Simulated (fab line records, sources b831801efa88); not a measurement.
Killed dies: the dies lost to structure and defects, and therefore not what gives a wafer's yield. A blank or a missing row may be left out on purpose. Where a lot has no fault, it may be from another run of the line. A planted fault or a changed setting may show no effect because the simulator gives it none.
Which of the tools did it? ; flow gf180mcu ; Sampling: 6 lots, 18 wafers, 3 of 602 route steps

WHAT EACH GAUGE READ, for each wafer
GF_M5_CD_MEAS_07 targets a cd of 280 nm.
lot;measured;on;cd-nm (nm)
L180;day 26 18:30;cd-sem-01;281.1 280.2 281.8
L182;day 27 07:03;cd-sem-01;279.3 279.6 279.1
L185;day 28 02:29;cd-sem-02;278.5 279.2 279.6
L193;day 30 13:23;cd-sem-01;297.4 296.6 297.7
L197;day 31 12:49;cd-sem-01;278.2 278.9 277.8
L201;day 32 11:17;cd-sem-02;278.3 278.5 277.6

WHAT TOOL EACH LOT RAN ON (gives the tool, then ch and the chambers of the sampled wafers, and finally the start)
lot;GF_V4_CVD_23;GF_M5_PEB_05
L180;cvd-w-01 ch 0,1, day 24 23:37;litho-track-04 ch 0, day 26 18:10
L182;cvd-w-02 ch 0,1, day 25 12:12;litho-track-04 ch 0, day 27 06:43
L185;cvd-w-01 ch 1, day 26 08:10;litho-track-01 ch 0, day 28 02:08
L193;cvd-w-01 ch 0,1, day 28 22:07;litho-track-04 ch 0, day 30 13:02
L197;cvd-w-01 ch 1, day 29 23:26;litho-track-03 ch 0, day 31 12:28
L201;cvd-w-01 ch 0,1, day 30 23:42;litho-track-01 ch 0, day 32 10:56
- GF_V4_CVD_23: deposits W, target thk 350 nm, time 104.9 s.
- GF_M5_PEB_05: peb time 90 s.

THE ANSWER, worked out from the rows above alone
Rule: what is usual is taken from the lots themselves. Put in order of their means at a reading, lots are off if they are a third of the lots or fewer, leave a main group of 4 or more, and stand apart from it by a gap of 3 or more times the standard deviation of the main group's means; of several such gaps the widest counts. If all means in a main group match to the digits the tables above print for the reading, that group is not used. A lot without any number at a reading at which 4 lots or more have one is off too. Where the step has rows for the other lots, those lots are counted as sound.
Off: L193, at GF_M5_CD_MEAS_07 (cd-nm). For the main group the mean is 279.2 nm and the standard deviation 1.
A tool fits if, at a process step before that reading, it ran every lot that is off, and no sound lot after the first of them. Those tools and the gauges at GF_M5_CD_MEAS_07 are tried in the same way. One candidate fits, namely litho-track-04 at GF_M5_PEB_05. A fault onset in the window from L182 (day 27 06:43, its last sound lot) to L193 (day 30 13:02, its first lot off) fits.

WHAT WAS PUT IN BY THE SIMULATOR
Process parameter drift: litho-track-04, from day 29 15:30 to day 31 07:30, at GF_M5_PEB_05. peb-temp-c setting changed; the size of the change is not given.
Shown lots that were struck: L193. This agrees with what the rule above found.
